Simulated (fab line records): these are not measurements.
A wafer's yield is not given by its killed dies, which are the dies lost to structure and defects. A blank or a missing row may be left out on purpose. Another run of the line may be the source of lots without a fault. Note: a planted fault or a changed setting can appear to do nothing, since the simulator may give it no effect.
Which tool is to blame?    flow sky130    11 lots, 33 wafers sampled, at 2 steps of a route of 708

WHAT EACH GAUGE READ, for each wafer
SKY_METAL2_THK_MEAS_06: measures by xrf.
lot   measured      on            METAL2_ALCU_THK (nm)
L578  day 34 12:20  filmMetro-02  256 256 257
L580  day 35 07:11  filmMetro-02  249 247 244
L579  day 35 12:47  filmMetro-03  248 252 250
L581  day 35 19:01  filmMetro-04  255 252 254
L585  day 37 03:22  filmMetro-03  247 244 252
L586  day 37 11:14  filmMetro-03  255 255 250
L588  day 38 06:44  filmMetro-04  256 257 255
L591  day 39 04:46  filmMetro-03  249 248 248
L597  day 40 12:48  filmMetro-02  256 252 257
L598  day 40 18:47  filmMetro-04  247 247 251
L599  day 40 23:46  filmMetro-04  253 250 254

TOOL THAT RAN EACH LOT (tool first, then ch and the chambers of the sampled wafers, then the start)
lot   SKY_METAL2_SPUTTER_03
L578  pvdSputter-01, day 34 12:09
L580  pvdSputter-04, day 35 06:59
L579  pvdSputter-01, day 35 12:34
L581  pvdSputter-01, day 35 18:50
L585  pvdSputter-04, day 37 03:10
L586  pvdSputter-01, day 37 11:02
L588  pvdSputter-02, day 38 06:32
L591  pvdSputter-04, day 39 04:33
L597  pvdSputter-02, day 40 12:37
L598  pvdSputter-04, day 40 18:35
L599  pvdSputter-04, day 40 23:35
- SKY_METAL2_SPUTTER_03: material Ti, target thk 5 nm, time 3.3 s.

AS READ BY THE TOOLS THEMSELVES (means over the sampled wafers that have a number; for cases with no such wafer, the mark the record gives instead)
SKY_METAL2_SPUTTER_03.
lot   tool           throttleValvePct (%)
L578  pvdSputter-01  29.7
L580  pvdSputter-04  29.1
L579  pvdSputter-01  29.6
L581  pvdSputter-01  29.4
L585  pvdSputter-04  29.4
L586  pvdSputter-01  29.6
L588  pvdSputter-02  30.0
L591  pvdSputter-04  29.3
L597  pvdSputter-02  30.6
L598  pvdSputter-04  29.3
L599  pvdSputter-04  29.6

THE ANSWER, worked out from the rows above alone
Rule: what is usual is taken from the lots themselves. Put in order of their means at a reading, lots are off if they are a third of the lots or fewer, leave a main group of 4 or more, and stand apart from it by a gap of 3 or more times the standard deviation of the main group's means; of several such gaps the widest counts. Not used: any main group whose means are identical at the precision the tables above print for the reading. A lot without any number at a reading at which 4 lots or more have one is off too. The other lots that the step has rows for count as sound. First the gauges in route order, then the tools' own readings, where a lot's mean is used as printed above. The first step at which some lot is off is used, and at that step the reading that is off furthest; a lot without a number counts as furthest.
Across all readings shown, no lot is off: no conclusion can be drawn from this.

WHAT THE SIMULATOR PUT IN
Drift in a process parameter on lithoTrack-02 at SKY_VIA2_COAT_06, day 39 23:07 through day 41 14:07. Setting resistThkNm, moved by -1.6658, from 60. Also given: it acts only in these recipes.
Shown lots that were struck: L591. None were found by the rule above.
